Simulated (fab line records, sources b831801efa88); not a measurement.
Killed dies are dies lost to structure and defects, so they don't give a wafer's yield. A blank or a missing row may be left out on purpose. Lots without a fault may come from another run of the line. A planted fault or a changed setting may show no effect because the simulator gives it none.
Which tool did it? | flow sky130 | 12 lots, 36 wafers sampled, at 4 steps of a route of 708

WHAT THE GAUGES READ, wafer by wafer
SKY_POLY_GATE_CD_MEAS_22.
lot  | measured     | on        | cd_nm (nm)
L476 | day 16 07:37 | cd_sem-01 | 152.5 151.1 153.0
L477 | day 17 08:47 | cd_sem-02 | 151.8 149.9 152.1
L478 | day 18 01:13 | cd_sem-01 | 147.3 149.7 146.7
L479 | day 19 12:37 | cd_sem-01 | 153.7 151.2 149.3
L480 | day 19 14:35 | cd_sem-02 | 146.0 150.4 148.9
L481 | day 20 02:42 | cd_sem-01 | 149.0 147.5 152.4
L487 | day 21 22:53 | cd_sem-02 | 152.2 150.6 150.9
L492 | day 23 15:29 | cd_sem-01 | 153.4 152.8 150.6
L494 | day 23 22:47 | cd_sem-01 | 150.2 153.1 151.8
L495 | day 24 00:56 | cd_sem-01 | 148.7 148.1 149.6
L497 | day 24 15:18 | cd_sem-02 | 149.8 149.3 149.5
L498 | day 24 17:47 | cd_sem-01 | 150.6 151.8 150.9

SKY_LDD_N_OVL_MEAS_07.
lot  | measured     | on         | LDD_N_OVL (nm)
L476 | day 17 12:26 | overlay-02 | 0.9 2.0 1.8
L477 | day 18 13:37 | overlay-01 | -1.8 0.1 -1.1
L478 | day 19 06:34 | overlay-02 | 0.4 -1.6 -0.7
L479 | day 20 18:26 | overlay-02 | 1.1 2.4 2.5
L480 | day 20 20:17 | overlay-02 | 1.5 2.0 -0.6
L481 | day 21 09:02 | overlay-02 | -1.3 0.0 1.2
L487 | day 23 04:35 | overlay-02 | 0.2 0.0 1.1
L492 | day 24 21:41 | overlay-01 | -1.6 -1.2 -1.5
L494 | day 25 03:36 | overlay-01 | 0.7 -0.3 -1.6
L495 | day 25 06:16 | overlay-02 | 1.8 -0.4 0.7
L497 | day 25 20:01 | overlay-01 | -0.4 -0.7 0.7
L498 | day 25 23:17 | overlay-02 | 0.6 -0.2 1.3

WHICH TOOL RAN EACH LOT (tool, then ch and the chambers of the sampled wafers, then the start)
lot  | SKY_SONOS_ONO_ETCH_15              | SKY_POLY_GATE_ETCH_16
L476 | rie_diel-02 ch 1,3, day 12 13:41   | rie_diel-03 ch 0,2,3, day 16 04:19
L477 | rie_diel-04 ch 2,3, day 13 13:38   | rie_diel-01 ch 0,1, day 17 06:15
L478 | rie_diel-04 ch 1,2,3, day 14 03:07 | rie_diel-03 ch 2,3, day 17 23:05
L479 | rie_diel-01 ch 1,2, day 15 08:49   | rie_diel-01 ch 0,2,3, day 19 09:25
L480 | rie_diel-04 ch 0,1,2, day 15 13:48 | rie_diel-01 ch 0,1,3, day 19 12:07
L481 | rie_diel-02 ch 0,1, day 15 20:25   | rie_diel-04 ch 0,1,2, day 20 00:59
L487 | rie_diel-02 ch 0,2,3, day 17 11:31 | rie_diel-03 ch 0,1,3, day 21 20:14
L492 | rie_diel-02 ch 0,3, day 19 11:23   | rie_diel-04 ch 1,2, day 23 13:52
L494 | rie_diel-01 ch 0,1,2, day 19 20:11 | rie_diel-04 ch 2,3, day 23 20:59
L495 | rie_diel-04 ch 1,2, day 19 20:29   | rie_diel-01 ch 0,3, day 23 23:19
L497 | rie_diel-04 ch 0,3, day 20 10:04   | rie_diel-03 ch 0,1,3, day 24 13:19
L498 | rie_diel-02 ch 1,3, day 20 14:46   | rie_diel-01 ch 1,3, day 24 16:10
- SKY_SONOS_ONO_ETCH_15: etches the open film in CHF3/O2, target depth 19.52 nm, time 7.8 s.
- SKY_POLY_GATE_ETCH_16: etches Si3N4 in CH3F/O2, stops on poly-Si, time 147.5 s, target depth 75 nm.

WHAT THE TOOLS THEMSELVES READ (means of the sampled wafers that have a number; where no wafer has one, the mark that the record gives instead)
SKY_SONOS_ONO_ETCH_15.
lot  | tool        | chf3_flow_sccm (sccm) | drypump_motor_current_A (A) | oes_product_au (a.u.) | rf_fwd_power_W (W) | throttle_valve_pct (%)
L476 | rie_diel-02 | 50.07                 | 5.4                         | 0.990                 | 589                | 8.820
L477 | rie_diel-04 | 50.21                 | 5.4                         | 1.003                 | 585                | 8.820
L478 | rie_diel-04 | 50.05                 | 5.5                         | 0.996                 | 587                | 8.825
L479 | rie_diel-01 | 50.05                 | 5.3                         | 0.997                 | 586                | 8.827
L480 | rie_diel-04 | 50.03                 | 5.5                         | 1.005                 | 589                | 8.822
L481 | rie_diel-02 | 50.13                 | 4.9                         | 0.995                 | 590                | 8.829
L487 | rie_diel-02 | 49.92                 | 5.6                         | 1.008                 | 587                | 8.821
L492 | rie_diel-02 | 49.94                 | 5.7                         | 0.998                 | 588                | 8.825
L494 | rie_diel-01 | 50.07                 | 5.5                         | 1.011                 | 586                | 8.827
L495 | rie_diel-04 | 50.05                 | 5.2                         | 1.005                 | 587                | 8.821
L497 | rie_diel-04 | 49.91                 | 5.8                         | 1.004                 | 590                | 8.827
L498 | rie_diel-02 | 49.94                 | 5.4                         | 0.999                 | 587                | 8.816

SKY_POLY_GATE_ETCH_16.
lot  | tool        | ch3f_flow_sccm (sccm) | drypump_motor_current_A (A) | oes_product_au (a.u.) | rf_fwd_power_W (W) | throttle_valve_pct (%)
L476 | rie_diel-03 | 40.04                 | 5.8                         | 0.635                 | 398.5              | 10.534
L477 | rie_diel-01 | 40.14                 | 5.5                         | 0.642                 | 397.0              | 10.536
L478 | rie_diel-03 | 39.90                 | 6.1                         | 0.643                 | 398.1              | 10.534
L479 | rie_diel-01 | 39.88                 | 5.6                         | 0.642                 | 398.7              | 10.542
L480 | rie_diel-01 | 39.82                 | 5.7                         | 0.642                 | 398.5              | 10.532
L481 | rie_diel-04 | 40.08                 | 5.5                         | 0.638                 | 398.0              | 10.539
L487 | rie_diel-03 | 39.98                 | 5.5                         | 0.638                 | 398.2              | 10.536
L492 | rie_diel-04 | 40.02                 | 5.5                         | 0.640                 | 335.0              | 10.532
L494 | rie_diel-04 | 39.81                 | 5.2                         | 0.635                 | 333.3              | 10.533
L495 | rie_diel-01 | 39.95                 | 5.8                         | 0.639                 | 398.9              | 10.534
L497 | rie_diel-03 | 39.99                 | 5.5                         | 0.637                 | 396.8              | 10.540
L498 | rie_diel-01 | 39.97                 | 5.6                         | 0.640                 | 397.5              | 10.537

THE ANSWER, worked out from the rows above alone
Rule: what is usual is taken from the lots themselves. Put in order of their means at a reading, lots are off if they are a third of the lots or fewer, leave a main group of 4 or more, and stand apart from it by a gap of 3 or more times the standard deviation of the main group's means; of several such gaps the widest counts. A main group whose means are all the same, to the digits that the tables above print for the reading, isn't used. A lot without any number at a reading at which 4 lots or more have one is off too. The other lots that the step has rows for count as sound. The gauges are gone through in route order, then the tools' own readings, and for those a lot's mean is taken as printed above. The first step at which some lot is off is used, and at that step the reading that is off furthest; a lot without a number counts as furthest.
Off: L492, L494, at SKY_POLY_GATE_ETCH_16 (rf_fwd_power_W). The main group: mean 398.0 W, standard deviation 0.67.
A tool fits if, at that step or a process step before it, it ran every lot that is off, and no sound lot after the first of them. One fits: rie_diel-04 at SKY_POLY_GATE_ETCH_16. Its last sound lot is L481 (day 20 00:59), its first lot that is off L492 (day 23 13:52): a fault that began between those two fits.
The tool's own readings at SKY_POLY_GATE_ETCH_16 bear it out: on the lots that are off they differ by more than 5 times the standard deviation of the sound lots' means. rf_fwd_power_W reads 334.1 W there against 398.0 W on the sound lots.

WHAT THE SIMULATOR HAD PUT IN
Process parameter drift: rie_diel-04, from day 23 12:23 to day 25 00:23, at SKY_POLY_GATE_ETCH_16. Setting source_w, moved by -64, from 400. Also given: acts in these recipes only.
Lots struck among those shown: L492, L494. The rule above found the same.
